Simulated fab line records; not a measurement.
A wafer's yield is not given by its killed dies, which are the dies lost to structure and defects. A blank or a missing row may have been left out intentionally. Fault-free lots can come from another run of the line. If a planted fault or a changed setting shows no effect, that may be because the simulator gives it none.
Comparing a struck lot with a sound one + flow gf180mcu + 16 steps out of a route of 602
Sound: wafers L157.1, L157.3, L157.4. Wafers struck: L161.1, L161.4, L161.5. At the end, the cause is stated.
Per side, at each step with rows, come the tool, then ch with its chambers, and then its first start. Under that, the readings that differ: sound wafers + struck wafers + difference of the means + sigmas: that difference in standard deviations of wafers without a fault.
alike: same words and numbers on both sides, and readings whose means sit less than 2 such deviations apart. not compared: any withheld reading, any reading some wafer has no value for, any bound like >300 that may hide the same value, and any number with overlapping values for which the record gives no deviation.
The two part at a step that has a row with sigmas, a row that says differs or no value, or rows on one side only. Numbers that don't overlap but have no deviation are shown without sigmas and don't part them. Lack of a reading on every wafer of one side parts them only where that side has two or more wafers.

GF_M4_SPUTTER_04: material TiN, target thk 50 nm, time 41.7 s.
  sound on pvd_sputter-01 at day 24 19:47; struck on pvd_sputter-04 at day 25 23:47
  alike: throttle_valve_pct
GF_M4_RS_MEAS_05: measures by four-point-probe.
  sound on film_metro-03 at day 24 19:50; struck on film_metro-03 at day 25 23:50
  alike: M4_ALCU_RS
GF_M4_THK_MEAS_06: measures by xrf.
  sound on film_metro-03 at day 24 19:57; struck on film_metro-03 at day 25 23:57
  alike: M4_ALCU_THK
then, 7 steps without rows for these wafers: GF_M4_DEHYDRATE_07 (time 60 s); GF_M4_HMDS_08 (prime time 60 s); GF_M4_COAT_09 (resist thk 1000 nm); GF_M4_SOFTBAKE_10 (time 60 s); GF_M4_EXPOSE_11 (exposes mask Metal4, target cd 280 nm); GF_M4_PEB_12 (peb time 90 s); GF_M4_DEVELOP_13 (develop time 60 s).
GF_M4_CD_MEAS_14: target cd 280 nm.
  sound on cd_sem-01 at day 25 17:34; struck on cd_sem-02 at day 26 20:38
  alike: cd_nm
GF_M4_OVL_MEAS_15:
  sound on overlay-02 at day 25 17:41; struck on overlay-01 at day 26 20:45
  alike: M4_OVL
GF_M4_METAL_ETCH_16: etches the open film in Cl2/BCl3, stops on SiO2, target depth 750.8 nm, time 125.1 s.
  sound on rie_metal-02 ch 0,1, day 25 17:43; struck on rie_metal-03 ch 0, day 26 20:47
| reading                             | sound             | struck            | difference | sigmas      |
|-------------------------------------|-------------------|-------------------|------------|-------------|
| bias_w (W)                          | 140.7 140.3 140.4 | 213.7 213.7 213.7 | +73.2      | +99 or more |
| oes_product_au (a.u.)               | 0.987 0.983 0.986 | 1.003 0.997 1.003 | +0.016     | +3          |
| model.KrF_of_M4_COAT_09.thk_nm (nm) | 687.6 686.9 690.7 | 633.8 629.8 633.1 | -56.2      |             |
  alike: drypump_motor_current_A, throttle_valve_pct
  not compared: rf_hours_counter_h
GF_M4_STRIP_17: strips in O2/N2.
  sound on plasma_asher-02 ch 0,1, day 25 17:51; struck on plasma_asher-02 ch 0,1, day 26 21:02
| reading                      | sound             | struck            | difference | sigmas |
|------------------------------|-------------------|-------------------|------------|--------|
| oes_product_au (a.u.)        | 0.540 0.543 0.539 | 0.519 0.515 0.517 | -0.024     | -5     |
| strip_time_to_endpoint_s (s) | 7.41 7.41 7.43    | 6.89 6.84 6.87    | -0.55      | -12    |
  alike: drypump_motor_current_A, heater_power_w
  not compared: rf_hours_counter_h
then, 1 step without rows for these wafers: GF_M4_STRIP_18 (strips in post etch residue remover, time 1200 s).
GF_PASSIVATION_PROBE_99:
  rows exist in the record for the sound wafers here (prober-01, day 31 01:01), none for the struck ones

== WHERE THEY PART ==
Last at GF_PASSIVATION_PROBE_99 as far as this record goes, first at GF_M4_METAL_ETCH_16.

WHY: whatever the simulator had introduced
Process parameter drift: rie_metal-03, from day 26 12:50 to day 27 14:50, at GF_M4_METAL_ETCH_16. From 140, the setting bias_w moved by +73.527. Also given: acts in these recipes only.
